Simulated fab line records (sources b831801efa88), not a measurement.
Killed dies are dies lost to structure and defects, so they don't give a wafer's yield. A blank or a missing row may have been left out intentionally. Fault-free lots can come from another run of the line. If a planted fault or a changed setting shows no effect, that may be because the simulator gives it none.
fab line records    flow sky130
record lots=13  wafers=39  last_day=50
route steps=708 shown FIELD_ISO@16 LDD_N@252 SPACER@305 CONTACT@420 PAD_OPEN@708
lots that met no fault: taken from a fault-free run of the same line
start_h: start of the lot's first displayed wafer, in hours after the record's first day    wait_h: time in hours since the lot's previous step    " the same as in the row above    L1.1+2: a row that stands for several wafers    - no value present, or no start provided    * or withheld: withheld    < > ~ a bound
route shown NAME@n: names a module that has steps shown in the file, with the first one's number in the route    usual: mean/standard deviation taken from wafers without a fault    same: alike in all rows    chamber/n: place in a boat    sites: each site's reading    _std_site: standard deviation across them    _edge_site: inner sites' mean taken away from outer sites' mean    radius_mm: for every site, how far away it sits from the centre of the wafer    mask NAME#n: copy n    behind: the tool/chamber that last shaped the wafer    hold: reason for holding the lot/hours on hold/outcome of the hold    device: names the non-switching transistor (n, p or np)    end of line: the same wafers' tests at the end of the route    for a step that has no rows: nothing shown but its recipe    killed: dies lost to structure and defects at the first sort, not the wafer's yield    map: the dies of a wafer, with x for killed, . for not killed, _ for no die there
set.NAME: the setting the step ran with; set.NAME@STEP: the setting that earlier step ran with    model.NAME: the simulator's own value behind a step, which no gauge read
one table for each step of the route and one row for each wafer, over a sample of lots
services: the hour from which a tool's chamber was out of use, counted from the record's first day as start_h (under 0 if before that day), plus the number of hours and why
## steps
# step SKY_FIELD_ISO_ETCH_15
# recipe chemistry=CHF3/O2  target_depth_nm=180  stop_on=Si  source_w=600  bias_w=200  pressure_mtorr=40  chf3_flow_sccm=50  O2_flow_sccm=5  time_s=72
# usual O2_flow_sccm=4.998/0.015  drypump_motor_current_A=5.6/0.57  oes_product_au=0.949/0.006  throttle_valve_pct=8.845/0.0089
lot.wafer  tool         chamber  start_h  wait_h  O2_flow_sccm  drypump_motor_current_A  oes_product_au  rf_hours_counter_h  throttle_valve_pct
L736.2     rie_diel-03  1        34.13    0.0     5.012         4.9                      0.940           0                   8.852
L736.3     "            2        "        "       5.019         6.4                      0.942           1                   8.844
L736.4     "            3        "        "       5.003         6.0                      0.942           6                   8.834
L737.1     rie_diel-03  3        39.50    0.0     5.001         6.0                      0.955           6                   8.841
L737.4     "            2        "        "       4.983         6.3                      0.945           1                   8.844
L737.5     "            0        "        "       4.983         6.0                      0.945           -                   8.843
L738.1     rie_diel-01  0        47.98    0.0     4.991         6.5                      0.965           134                 8.853
L738.4     "            2        "        "       5.004         5.5                      0.952           1                   8.865
L738.6     "            1        "        "       5.011         6.2                      0.948           -                   8.856
L741.3     rie_diel-03  2        59.60    0.0     5.004         6.3                      0.952           1                   8.852
L741.5     "            1        "        "       4.998         4.8                      0.943           -                   8.832
L741.6     "            0        "        "       5.010         6.0                      0.949           -                   8.858
L742.2     rie_diel-03  2        66.37    0.0     4.994         6.3                      0.960           1                   8.856
L742.5     "            2        "        "       5.001         6.3                      0.956           -                   8.845
L742.6     "            3        "        "       4.993         5.9                      0.955           -                   8.854
L743.1     rie_diel-01  0        70.10    0.0     4.976         6.5                      0.958           135                 8.860
L743.2     "            1        "        "       4.986         6.3                      0.946           143                 8.833
L743.3     "            2        "        "       4.988         5.5                      0.954           1                   8.851
L747.1     rie_diel-01  1        91.55    0.0     4.986         6.2                      0.945           144                 8.836
L747.3     "            3        "        "       5.014         4.8                      0.950           35                  8.852
L747.6     "            3        "        "       4.979         4.8                      0.949           -                   8.854
L748.2     rie_diel-04  3        98.70    0.0     4.995         5.0                      0.950           84                  8.859
L748.4     "            2        "        "       4.980         5.5                      0.947           40                  8.858
L748.6     "            1        "        "       4.990         5.7                      0.939           -                   8.828
L754.3     rie_diel-04  3        128.90   0.0     4.989         5.0                      0.940           85                  8.837
L754.4     "            2        "        "       5.003         5.5                      0.941           40                  8.835
L754.5     "            2        "        "       4.983         5.5                      0.953           -                   8.841
L755.3     rie_diel-03  2        135.23   0.0     4.974         6.4                      0.944           3                   8.846
L755.4     "            3        "        "       5.011         6.0                      0.939           8                   8.858
L755.6     "            1        "        "       5.018         4.8                      0.944           -                   8.836
L756.1     rie_diel-03  2        138.58   0.0     5.001         6.4                      0.957           3                   8.859
L756.5     "            3        "        "       5.028         6.0                      0.952           -                   8.849
L756.6     "            0        "        "       5.017         6.0                      0.960           -                   8.841
L757.2     rie_diel-04  2        146.65   0.0     4.991         5.5                      0.949           40                  8.850
L757.3     "            3        "        "       4.999         5.0                      0.941           85                  8.857
L757.5     "            3        "        "       4.991         5.0                      0.943           -                   8.859
L758.1     rie_diel-01  2        151.25   0.0     4.999         5.5                      0.948           3                   8.840
L758.5     "            2        "        "       4.973         5.4                      0.939           -                   8.842
L758.6     "            3        "        "       5.015         4.8                      0.949           -                   8.842
# step SKY_LDD_N_IMPLANT_15
# recipe species=BF2  energy_kev=50  dose_cm2=5e+12  tilt_deg=30  rotation_deg=270
# usual rotation_deg=270.00/0.054
lot.wafer  tool          chamber  start_h  wait_h  rotation_deg
L736.2     implanter-02  0        410.68   0.1     269.96
L736.3     "             0        "        "       269.98
L736.4     "             0        "        "       269.92
L737.1     implanter-02  0        423.72   0.1     270.01
L737.4     "             0        "        "       269.99
L737.5     "             0        "        "       270.00
L738.1     implanter-01  0        445.60   0.1     269.81
L738.4     "             0        "        "       270.06
L738.6     "             0        "        "       269.97
L741.3     implanter-01  0        456.45   0.1     270.04
L741.5     "             0        "        "       270.03
L741.6     "             0        "        "       270.09
L742.2     implanter-03  0        489.10   0.1     270.03
L742.5     "             0        "        "       269.98
L742.6     "             0        "        "       269.90
L743.1     implanter-02  0        499.15   0.1     269.96
L743.2     "             0        "        "       270.03
L743.3     "             0        "        "       270.02
L747.1     implanter-01  0        527.47   0.1     269.94
L747.3     "             0        "        "       269.88
L747.6     "             0        "        "       269.96
L748.2     implanter-03  0        536.15   0.1     270.06
L748.4     "             0        "        "       270.06
L748.6     "             0        "        "       270.01
L754.3     implanter-01  0        577.60   0.1     438.06
L754.4     "             0        "        "       438.15
L754.5     "             0        "        "       438.00
L755.3     implanter-01  0        579.62   0.1     438.06
L755.4     "             0        "        "       437.91
L755.6     "             0        "        "       438.06
L756.1     implanter-01  0        587.22   0.1     437.97
L756.5     "             0        "        "       438.09
L756.6     "             0        "        "       437.91
L757.2     implanter-03  0        600.13   0.1     270.02
L757.3     "             0        "        "       269.91
L757.5     "             0        "        "       269.98
L758.1     implanter-03  0        603.72   0.1     269.97
L758.5     "             0        "        "       270.04
L758.6     "             0        "        "       269.97
# step SKY_SPACER_THK_MEAS_01
# recipe reads=Si3N4_of_SPACER_CVD_00
# usual SPACER_CVD_00_THK=42.7/0.51
lot.wafer  tool           chamber  start_h  wait_h  SPACER_CVD_00_THK[nm]
L736.2     film_metro-01  -        538.00   0.0     42.8
L736.3     "              -        "        "       42.8
L736.4     "              -        "        "       42.8
L737.1     film_metro-04  -        549.49   0.0     43.4
L737.4     "              -        "        "       43.0
L737.5     "              -        "        "       43.1
L738.1     film_metro-02  -        571.09   0.0     43.2
L738.4     "              -        "        "       43.0
L738.6     "              -        "        "       43.1
L741.3     film_metro-01  -        581.57   0.0     43.8
L741.5     "              -        "        "       43.5
L741.6     "              -        "        "       43.6
L742.2     film_metro-02  -        613.27   0.0     42.5
L742.5     "              -        "        "       42.4
L742.6     "              -        "        "       42.7
L743.1     film_metro-02  -        624.58   0.0     42.5
L743.2     "              -        "        "       42.5
L743.3     "              -        "        "       42.5
L747.1     film_metro-02  -        649.09   0.0     42.6
L747.3     "              -        "        "       42.3
L747.6     "              -        "        "       42.5
L748.2     film_metro-04  -        668.69   0.1     42.8
L748.4     "              -        "        "       43.0
L748.6     "              -        "        "       43.2
L754.3     film_metro-01  -        696.74   0.0     42.6
L754.4     "              -        "        "       42.6
L754.5     "              -        "        "       42.6
L755.3     film_metro-01  -        698.44   0.0     42.7
L755.4     "              -        "        "       42.6
L755.6     "              -        "        "       42.8
L756.1     film_metro-02  -        705.99   0.0     42.6
L756.5     "              -        "        "       42.6
L756.6     "              -        "        "       42.2
L757.2     film_metro-01  -        717.65   0.0     43.3
L757.3     "              -        "        "       42.7
L757.5     "              -        "        "       43.1
L758.1     film_metro-01  -        721.06   0.0     42.6
L758.5     "              -        "        "       42.6
L758.6     "              -        "        "       42.9
# step SKY_CONTACT_CD_MEAS_14
# recipe target_cd_nm=170
# usual cd_nm=169.8/1.2
lot.wafer  tool       chamber  start_h  wait_h  cd_nm
L736.2     cd_sem-02  -        746.24   -       168.5
L736.3     "          -        "        "       168.2
L736.4     "          -        "        "       168.3
L737.1     cd_sem-01  -        757.49   -       169.8
L737.4     "          -        "        "       170.6
L737.5     "          -        "        "       170.1
L738.1     cd_sem-02  -        776.09   -       169.8
L738.4     "          -        "        "       169.4
L738.6     "          -        "        "       170.3
L741.3     cd_sem-02  -        785.26   -       170.1
L741.5     "          -        "        "       168.5
L741.6     "          -        "        "       169.4
L742.2     cd_sem-02  -        814.16   -       169.0
L742.5     "          -        "        "       169.9
L742.6     "          -        "        "       169.2
L743.1     cd_sem-02  -        823.56   -       168.8
L743.2     "          -        "        "       169.4
L743.3     "          -        "        "       169.3
L747.1     cd_sem-01  -        845.59   -       171.2
L747.3     "          -        "        "       169.5
L747.6     "          -        "        "       169.6
L748.2     cd_sem-02  -        865.69   -       170.8
L748.4     "          -        "        "       168.6
L748.6     "          -        "        "       169.8
L754.3     cd_sem-01  -        889.31   -       172.1
L754.4     "          -        "        "       171.9
L754.5     "          -        "        "       172.4
L755.3     cd_sem-01  -        891.96   -       171.3
L755.4     "          -        "        "       169.6
L755.6     "          -        "        "       169.6
L756.1     cd_sem-01  -        897.97   -       171.1
L756.5     "          -        "        "       171.5
L756.6     "          -        "        "       171.6
L757.2     cd_sem-02  -        908.09   -       169.9
L757.3     "          -        "        "       169.2
L757.5     "          -        "        "       171.9
L758.1     cd_sem-01  -        910.62   -       170.1
L758.5     "          -        "        "       170.6
L758.6     "          -        "        "       169.9
# step SKY_PAD_OPEN_PROBE_99
# usual killed_at_M0_to_M3=44/8.6  killed_at_M4_up=3.4/1.9  killed_at_contacts=23/5.7  killed_at_front_end=15/4.5  killed_at_other=0.4/0.62  killed_dies=86/11  killed_open=46/7.6  killed_short=39/6.3
# same gross_dies=492  killed_at_back_side=0
lot.wafer  tool       chamber  start_h  wait_h  killed_at_M0_to_M3  killed_at_M4_up  killed_at_contacts  killed_at_front_end  killed_at_other  killed_dies  killed_open  killed_short
L747.1     prober-02  -        1159.45  0.1     49                  6                23                  12                   1                91           45           46
L747.3     prober-02  -        1159.55  0.2     34                  1                17                  12                   0                64           40           24
L747.6     prober-02  -        1159.70  0.2     31                  0                22                  14                   0                67           39           27
# killed by level:class
L747.1 LI_CONTACT:geometric_particle:open=9 VIA1:geometric_particle:open=9 METAL1:geometric_particle:short=8 METAL2:geometric_particle:short=7 POLY_GATE:geometric_particle:open=5 CONTACT:geometric_particle:short=4 METAL3:geometric_particle:short=4 VIA3:geometric_particle:short=4
L747.3 VIA1:geometric_particle:open=12 CONTACT:geometric_particle:open=6 VIA2:geometric_particle:open=5 FIELD_ISO:geometric_particle:open=4 CONTACT:geometric_particle:short=4 SPACER:geometric_particle:open=3 LOCAL_INTERCONNECT:geometric_particle:short=3 METAL1:geometric_particle:short=3
L747.6 POLY_GATE:geometric_particle:open=10 CONTACT:geometric_particle:open=10 VIA1:geometric_particle:open=7 VIA1:geometric_particle:short=5 LOCAL_INTERCONNECT:geometric_particle:short=4 CONTACT:geometric_particle:short=4 METAL1:geometric_particle:short=4 VIA2:geometric_particle:short=4
## services
tool          chamber  start_h  hours  kind
rie_diel-01   -        37.46    2.8    pm
implanter-03  -        38.21    7.1    repair
implanter-01  -        42.40    4.2    pm
implanter-03  -        55.25    3.2    repair
implanter-03  -        56.70    3.6    repair
implanter-03  -        77.77    5.6    pm
implanter-01  -        81.94    2.0    repair
implanter-03  -        150.08   0.6    repair
rie_diel-03   3        151.91   1.4    repair
implanter-01  -        159.29   1.2    repair
implanter-01  -        209.83   3.8    pm
rie_diel-01   3        219.02   13.3   repair
rie_diel-03   2        238.19   21.4   repair
rie_diel-03   1        242.28   11.6   repair
implanter-03  -        247.06   2.2    repair
rie_diel-01   1        297.67   2.3    repair
implanter-03  -        348.27   5.1    pm
rie_diel-01   -        369.68   2.5    repair
implanter-01  -        380.31   61.7   repair
rie_diel-01   0        408.63   13.0   repair
rie_diel-01   2        444.66   8.8    repair
rie_diel-03   0        445.46   9.3    repair
implanter-01  -        531.40   4.6    pm
rie_diel-03   -        593.11   2.8    pm
## key
first_sign step=SKY_LDD_N_IMPLANT_15  reading=rotation_deg  direction=up  sigmas=99+  usual=270.00  struck=438.02
effect none on later readings
met_at SKY_LDD_N_IMPLANT_15
struck_lots L754,L755,L756
tester_left_out L754,L755,L756
not_acting_at SKY_FIELD_ISO_ETCH_15,SKY_SPACER_THK_MEAS_01,SKY_CONTACT_CD_MEAS_14
onset_between 527.47 577.60
fault kind=process_parameter_drift  tool=implanter-01  chamber=-  onset_h=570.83  steps=SKY_LDD_N_IMPLANT_15  channel=rotation_deg  offset=168.03  shape=step  end_h=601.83  acts_in=these_recipes_only  stated=270
# tester_left_out: of these lots the tester's yield and bins aren't shown, on N5 and GAA mostly nor the transistor test; their killed dies are dies lost to structure and defects alone, not to doping, threshold or leakage, so they don't give the yield
